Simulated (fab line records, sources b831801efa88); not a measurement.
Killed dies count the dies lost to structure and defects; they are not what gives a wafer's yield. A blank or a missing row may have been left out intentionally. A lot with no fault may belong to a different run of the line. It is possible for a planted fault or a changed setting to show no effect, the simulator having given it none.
fab line records	flow sky130
[record] lots = 5	wafers = 15	lastDay = 51
route steps=708 shown SONOS_TUNNEL@158 SONOS_ONO@168 PAD_OPEN@708
lots with no fault: from the same line, run without faults
startH: hours from the record's first day to the start of the lot's first wafer shown	waitH: hours since the lot's step before	" as in the row above	L1.1+2: a row that stands for several wafers	- no value, or no start was given	* or withheld: withheld	< > ~ a bound
route shown NAME@n: names a module that has steps shown in the file, with the first one's number in the route	usual: average and standard deviation across the fault-free wafers	same: alike in all rows	chamber/n: place in a boat	sites: the reading at each site	_std_site: the standard deviation of these	_edge_site: the outer-site mean with the inner-site mean subtracted	radiusMm: how far each site lies from the wafer's centre	mask NAME#n: copy n	behind: the tool/chamber that last shaped the wafer	hold: reason for holding the lot/hours on hold/outcome of the hold	device: the transistor (n, p or np) that didn't switch	end of line: tests of these same wafers at the route's end	step lacking rows: just its recipe	killed: dies lost to structure and defects at the first sort, not the wafer's yield	map: shows each die of a wafer: x if killed, . if not, _ if none is there
set.NAME: the setting that was run; set.NAME@STEP: the one run at that earlier step	model.NAME: the simulator's own value behind a step, which no gauge read
lots at some steps of the route; a table a step, a row a wafer
services: the hour from which a tool's chamber was out of use, counted from the record's first day as startH (under 0 if before that day), plus the number of hours and why
[[steps]]
[step SKY_SONOS_TUNNEL_EXPOSE_04]
[recipe] maskId = TUNM	na = 0.6	sourceShape = conventional	sigmaOuter = 0.6	polarization = unpolarized	targetCdNm = 410	doseMj = 136
[step SKY_SONOS_TUNNEL_PEB_05]
[recipe] tempC = withheld	timeS = *	resist = NOVOLAK
[step SKY_SONOS_TUNNEL_DEVELOP_06]
[recipe] resist = NOVOLAK	developer = TMAH	developTimeS = 60	devTempC = 23
[step SKY_SONOS_TUNNEL_CD_MEAS_07]
[recipe] targetCdNm = 410
[usual] cdNm = 410.8/2.8
lot.wafer	tool	chamber	startH	waitH	cdNm
L373.3	cdSem-02	-	280.49	0.1	408.0
L373.4	"	-	"	"	406.4
L373.5	"	-	"	"	404.5
L376.1	cdSem-01	-	302.75	0.1	413.4
L376.2	"	-	"	"	412.1
L376.4	"	-	"	"	412.3
L383.3	cdSem-01	-	355.24	0.1	410.9
L383.4	"	-	"	"	409.3
L383.6	"	-	"	"	409.8
L391.2	cdSem-02	-	428.52	0.1	406.9
L391.3	"	-	"	"	406.2
L391.5	"	-	"	"	408.0
L393.1	cdSem-02	-	432.57	0.1	411.3
L393.4	"	-	"	"	411.1
L393.5	"	-	"	"	411.5
[step SKY_SONOS_TUNNEL_OVL_MEAS_08]
[usual] SONOS_TUNNEL_OVL = 1.1/1.3
lot.wafer	tool	chamber	startH	waitH	SONOS_TUNNEL_OVL[nm]
L373.3	overlay-02	-	280.58	0.1	-2.0
L373.4	"	-	"	"	0.5
L373.5	"	-	"	"	1.8
L376.1	overlay-01	-	302.87	0.1	1.9
L376.2	"	-	"	"	0.2
L376.4	"	-	"	"	2.8
L383.3	overlay-01	-	355.33	0.1	2.1
L383.4	"	-	"	"	2.9
L383.6	"	-	"	"	1.0
L391.2	overlay-01	-	428.63	0.1	-0.5
L391.3	"	-	"	"	-0.1
L391.5	"	-	"	"	1.2
L393.1	overlay-01	-	432.69	0.1	1.5
L393.4	"	-	"	"	2.8
L393.5	"	-	"	"	1.7
[step SKY_SONOS_TUNNEL_IMPLANT_09]
[recipe] species = B	energyKev = 20	doseCm2 = 1e+12	tiltDeg = withheld
[step SKY_SONOS_TUNNEL_WET_ETCH_10]
[recipe] chemistry = dHF	targetDepthNm = 14	target = SiO2	dilution = 100:1	tempC = 25	timeS = 280
[step SKY_SONOS_TUNNEL_STRIP_11]
[recipe] chemistry = SPM	timeS = 600	tempC = 130
[step SKY_SONOS_TUNNEL_TW_MEAS_12]
[usual] SONOS_TUNNEL_TW = 197.4/1.9
lot.wafer	tool	chamber	startH	waitH	SONOS_TUNNEL_TW
L373.3	filmMetro-04	-	281.12	0.0	197.9
L373.4	"	-	"	"	197.6
L373.5	"	-	"	"	197.6
L376.1	filmMetro-01	-	303.58	0.0	195.9
L376.2	"	-	"	"	195.7
L376.4	"	-	"	"	194.8
L383.3	filmMetro-01	-	355.80	0.0	194.1
L383.4	"	-	"	"	193.7
L383.6	"	-	"	"	195.5
L391.2	filmMetro-04	-	429.08	0.0	197.7
L391.3	"	-	"	"	198.1
L391.5	"	-	"	"	198.1
L393.1	filmMetro-04	-	433.13	0.0	198.8
L393.4	"	-	"	"	200.3
L393.5	"	-	"	"	199.3
[step SKY_SONOS_TUNNEL_CLEAN_13]
[recipe] chemistry = dHF	timeS = 20	dilution = 100:1	dry = ipaMarangoni
[step SKY_SONOS_ONO_OXIDATION_00]
[recipe] tempC = 800	ambient = O2	idleTempC = 700	rampUpCPerMin = 10	rampDownCPerMin = 3	stabiliseS = 600	purgeS = 300	targetThkA = 26	oxTimeS = 1249
[step SKY_SONOS_ONO_THK_MEAS_01]
[recipe] reads = SiO2_of_SONOS_ONO_OXIDATION_00
[usual] SONOS_ONO_OXIDATION_THK = 2.59/0.055
lot.wafer	tool	chamber	startH	waitH	SONOS_ONO_OXIDATION_THK[nm]
L373.3	filmMetro-04	-	283.00	0.0	2.64
L373.4	"	-	"	"	2.61
L373.5	"	-	"	"	2.62
L376.1	filmMetro-04	-	306.34	0.0	2.54
L376.2	"	-	"	"	2.61
L376.4	"	-	"	"	2.55
L383.3	filmMetro-04	-	358.90	0.0	2.65
L383.4	"	-	"	"	2.62
L383.6	"	-	"	"	2.67
L391.2	filmMetro-02	-	431.75	0.0	2.55
L391.3	"	-	"	"	2.56
L391.5	"	-	"	"	2.62
L393.1	filmMetro-02	-	436.50	0.0	2.62
L393.4	"	-	"	"	2.59
L393.5	"	-	"	"	2.54
[step SKY_SONOS_ONO_CVD_02]
[recipe] material = Si3N4	precursor = DCS/NH3	targetThkNm = 10.5	tempC = 770	timeS = 180	pressureMtorr = 250
[usual] pressureMtorr = 250.0/0.47
lot.wafer	tool	chamber	startH	waitH	pressureMtorr	model.Si3N4_of_SONOS_ONO_CVD_02.thkNm
L373.3	lpcvd-02	0	284.31	1.3	249.8	10.5
L373.4	"	0	"	"	250.7	10.32
L373.5	"	0	"	"	250.4	10.44
L376.1	lpcvd-02	0	306.40	0.1	250.2	10.81
L376.2	"	0	"	"	250.1	10.78
L376.4	"	0	"	"	249.3	10.81
L383.3	lpcvd-02	0	364.54	5.6	300.0	11.19
L383.4	"	0	"	"	299.7	11.16
L383.6	"	0	"	"	299.4	11.14
L391.2	lpcvd-02	1	431.80	0.0	249.8	10.8
L391.3	"	1	"	"	250.5	10.75
L391.5	"	1	"	"	249.6	10.68
L393.1	lpcvd-02	1	437.50	1.0	250.7	10.74
L393.4	"	1	"	"	250.7	10.73
L393.5	"	1	"	"	250.4	10.73
[step SKY_SONOS_ONO_THK_MEAS_03]
[recipe] reads = Si3N4_of_SONOS_ONO_CVD_02
[usual] SONOS_ONO_CVD_02_THK = 10.62/0.16
lot.wafer	tool	chamber	startH	waitH	SONOS_ONO_CVD_02_THK[nm]
L373.3	filmMetro-02	-	285.38	0.0	10.50
L373.4	"	-	"	"	10.31
L373.5	"	-	"	"	10.42
L376.1	filmMetro-02	-	307.45	0.0	10.82
L376.2	"	-	"	"	10.83
L376.4	"	-	"	"	10.85
L383.3	filmMetro-02	-	365.61	0.0	11.20
L383.4	"	-	"	"	11.19
L383.6	"	-	"	"	11.20
L391.2	filmMetro-02	-	432.86	0.0	10.80
L391.3	"	-	"	"	10.79
L391.5	"	-	"	"	10.70
L393.1	filmMetro-02	-	438.55	0.0	10.74
L393.4	"	-	"	"	10.78
L393.5	"	-	"	"	10.69
[step SKY_SONOS_ONO_CVD_04]
[recipe] material = SiO2	precursor = SiH4/N2O	targetThkNm = 5.7199	tempC = 900	pressureMtorr = 400
[step SKY_PAD_OPEN_PROBE_99]
[usual] killed_at_M0_to_M3 = 43/7.3	killed_at_M4_up = 3.4/2.1	killedAtContacts = 24/5.9	killedAtFrontEnd = 14/4	killedAtOther = 0.3/0.54	killedDies = 85/10	killedOpen = 46/7.7	killedShort = 38/6
[same] grossDies = 492	killedAtBackSide = 0
lot.wafer	tool	chamber	startH	waitH	killed_at_M0_to_M3	killed_at_M4_up	killedAtContacts	killedAtFrontEnd	killedAtOther	killedDies	killedOpen	killedShort	model.etest.capOno.gateLog10ACm2	model.etest.capOno.toxAccNm	model.etest.sonosProgrammed.vtV	model.etest.sonosErased.vtV	model.etest.sonosBaked.vtV	model.etest.sonosBaked.vtLessV
L373.3	prober-01	-	1119.84	0.2	45	4	30	27	0	106	56	50	-8.217	13.1	1.412	-2.18	0.8622	-0.5495
L373.4	prober-01	-	1119.89	0.2	41	5	30	17	1	94	48	46	-8.047	12.95	1.412	-2.237	0.9547	-0.4571
L373.5	prober-01	-	1119.94	0.2	51	5	29	13	0	98	55	43	-8.163	13.04	1.381	-2.195	0.8914	-0.49
L376.1	prober-02	-	1130.02	0.1	58	2	22	21	1	104	59	45	-8.258	13.22	1.322	-2.157	0.8769	-0.4453
L376.2	prober-02	-	1130.07	0.1	57	2	31	8	0	98	56	42	-8.29	13.15	1.3	-2.181	0.849	-0.4514
L376.4	prober-02	-	1130.17	0.2	42	2	24	8	0	76	46	30	-8.332	13.22	1.266	-2.163	0.8242	-0.4415
L383.3	prober-01	-	1171.69	0.2	30	5	25	16	0	76	41	35	-8.836	13.56	1.08	-1.924	0.7252	-0.3552
L383.4	prober-01	-	1171.74	0.2	43	7	18	10	0	78	42	36	-8.621	13.46	1.139	-1.983	0.7824	-0.3564
L383.6	prober-01	-	1171.84	0.2	41	3	23	11	0	78	44	34	-8.836	13.61	1.082	-1.888	0.6681	-0.414
L391.2	prober-01	-	1210.54	0.1	47	2	23	9	1	82	53	29	-8.303	13.16	1.336	-2.145	0.8402	-0.4956
L391.3	prober-01	-	1210.59	0.2	52	3	28	12	1	96	55	41	-8.303	13.15	1.318	-2.155	0.8966	-0.4211
L391.5	prober-01	-	1210.69	0.2	57	2	25	13	0	97	50	47	-8.25	13.13	1.332	-2.184	0.9121	-0.4201
L393.1	prober-02	-	1214.84	0.1	53	3	14	9	0	79	46	32	-8.21	13.14	1.324	-2.185	0.8968	-0.427
L393.4	prober-02	-	1214.99	0.2	42	5	16	17	0	80	38	41	-8.29	13.21	1.335	-2.155	0.8676	-0.4679
L393.5	prober-02	-	1215.04	0.2	36	5	27	20	0	88	45	39	-8.401	13.24	1.299	-2.168	0.8181	-0.4808
// killed by level:class
L373.3 CONTACT:geometricParticle:open=13 POLY_GATE:geometricParticle:open=8 VIA3:geometricParticle:open=8 LOCAL_INTERCONNECT:geometricParticle:short=7 METAL1:geometricParticle:short=6 VIA1:geometricParticle:open=6 VIA2:geometricParticle:open=6 METAL3:geometricParticle:short=5
L373.4 CONTACT:geometricParticle:open=13 VIA1:geometricParticle:open=9 LI_CONTACT:geometricParticle:open=7 CONTACT:geometricParticle:short=7 VIA3:geometricParticle:open=7 METAL1:geometricParticle:short=5 FIELD_ISO:geometricParticle:short=4 VIA1:geometricParticle:short=4
L373.5 VIA1:geometricParticle:open=13 CONTACT:geometricParticle:open=11 LI_CONTACT:geometricParticle:open=8 VIA2:geometricParticle:open=8 METAL1:geometricParticle:short=7 VIA3:geometricParticle:open=6 VIA1:geometricParticle:short=5 METAL2:geometricParticle:short=5
L376.1 VIA1:geometricParticle:open=14 VIA1:geometricParticle:short=9 LI_CONTACT:geometricParticle:open=8 CONTACT:geometricParticle:open=7 FIELD_ISO:geometricParticle:open=6 METAL1:geometricParticle:short=6 VIA3:geometricParticle:open=6 FIELD_ISO:geometricParticle:short=5
L376.2 CONTACT:geometricParticle:open=11 VIA1:geometricParticle:open=11 VIA2:geometricParticle:open=11 LI_CONTACT:geometricParticle:open=8 VIA1:geometricParticle:short=7 METAL1:geometricParticle:short=7 CONTACT:geometricParticle:short=6 METAL2:geometricParticle:short=6
L376.4 CONTACT:geometricParticle:open=11 VIA1:geometricParticle:open=9 METAL1:geometricParticle:short=6 LI_CONTACT:geometricParticle:open=5 VIA1:geometricParticle:short=5 VIA2:geometricParticle:open=5 METAL2:geometricParticle:short=4 VIA3:geometricParticle:open=4
L383.3 CONTACT:geometricParticle:open=10 VIA1:geometricParticle:open=7 LI_CONTACT:geometricParticle:open=6 METAL2:geometricParticle:short=5 VIA3:geometricParticle:open=5 POLY_GATE:geometricParticle:short=4 VIA2:geometricParticle:short=4 METAL4:geometricParticle:short=4
L383.4 VIA1:geometricParticle:open=12 CONTACT:geometricParticle:open=10 METAL2:geometricParticle:short=10 VIA2:geometricParticle:open=6 METAL4:geometricParticle:short=5 METAL1:geometricParticle:short=4 CONTACT:geometricParticle:short=4 VIA3:geometricParticle:open=4
L383.6 VIA1:geometricParticle:open=13 CONTACT:geometricParticle:open=10 VIA2:geometricParticle:open=6 FIELD_ISO:geometricParticle:short=5 METAL1:geometricParticle:short=5 VIA3:geometricParticle:open=5 LI_CONTACT:geometricParticle:open=4 LOCAL_INTERCONNECT:geometricParticle:short=4
L391.2 CONTACT:geometricParticle:open=11 VIA2:geometricParticle:open=8 VIA1:geometricParticle:open=8 FIELD_ISO:geometricParticle:open=7 LI_CONTACT:geometricParticle:open=6 VIA1:geometricParticle:short=6 VIA3:geometricParticle:open=6 VIA2:geometricParticle:short=4
L391.3 CONTACT:geometricParticle:open=14 METAL1:geometricParticle:short=11 VIA3:geometricParticle:open=10 VIA1:geometricParticle:open=9 FIELD_ISO:geometricParticle:open=5 VIA2:geometricParticle:open=5 POLY_GATE:geometricParticle:open=4 LOCAL_INTERCONNECT:geometricParticle:short=4
L391.5 VIA1:geometricParticle:open=16 CONTACT:geometricParticle:open=8 VIA3:geometricParticle:open=7 METAL2:geometricParticle:short=7 LOCAL_INTERCONNECT:geometricParticle:short=7 METAL1:geometricParticle:short=5 VIA1:geometricParticle:short=5 VIA2:geometricParticle:open=5
L393.1 VIA1:geometricParticle:open=14 VIA2:geometricParticle:open=9 VIA3:geometricParticle:open=7 METAL1:geometricParticle:short=6 VIA2:geometricParticle:short=5 LI_CONTACT:geometricParticle:open=3 CONTACT:geometricParticle:open=3 METAL1:geometricParticle:open=3
L393.4 VIA1:geometricParticle:open=9 VIA1:geometricParticle:short=7 VIA2:geometricParticle:open=6 METAL3:geometricParticle:short=5 LI_CONTACT:geometricParticle:open=5 CONTACT:geometricParticle:open=5 METAL1:geometricParticle:short=5 METAL2:geometricParticle:short=5
L393.5 LI_CONTACT:geometricParticle:open=8 CONTACT:geometricParticle:open=7 VIA2:geometricParticle:open=7 FIELD_ISO:geometricParticle:open=6 CONTACT:geometricParticle:short=6 VIA1:geometricParticle:open=6 LOCAL_INTERCONNECT:geometricParticle:short=5 METAL2:geometricParticle:short=5
[[services]]
tool	chamber	startH	hours	kind
lpcvd-02	-	328.24	0.6	repair
lpcvd-02	-	359.01	5.5	repair
[[key]]
[firstSign] step = SKY_SONOS_ONO_CVD_02	reading = pressureMtorr	direction = up	sigmas = 99+	usual = 250.0	struck = 299.7
[effect] step = SKY_SONOS_ONO_THK_MEAS_03	reading = SONOS_ONO_CVD_02_THK	direction = up	sigmas = 3.7	usual = 10.62	struck = 11.19
[modelEffect] step = SKY_SONOS_ONO_CVD_02	value = Si3N4_of_SONOS_ONO_CVD_02.thkNm	without = 10.58	struck = 11.17
[modelEffect] step = SKY_PAD_OPEN_PROBE_99	value = etest.capOno.gateLog10ACm2	without = -8.375	struck = -8.764
metAt SKY_SONOS_ONO_CVD_02
struckWafers L383.3,L383.4,L383.6
testerLeftOut L383
onsetBetween 306.40 364.54
[fault] kind = processParameterDrift	tool = lpcvd-02	chamber = 0	onsetH = 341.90	steps = SKY_SONOS_ONO_CVD_02	channel = pressureMtorr	offset = 50	shape = step	endH = 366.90	actsIn = theseRecipesOnly	stated = 250
// testerLeftOut: of these lots the tester's yield and bins aren't shown, on N5 and GAA mostly nor the transistor test; their killed dies are dies lost to structure and defects alone, not to doping, threshold or leakage, so they don't give the yield
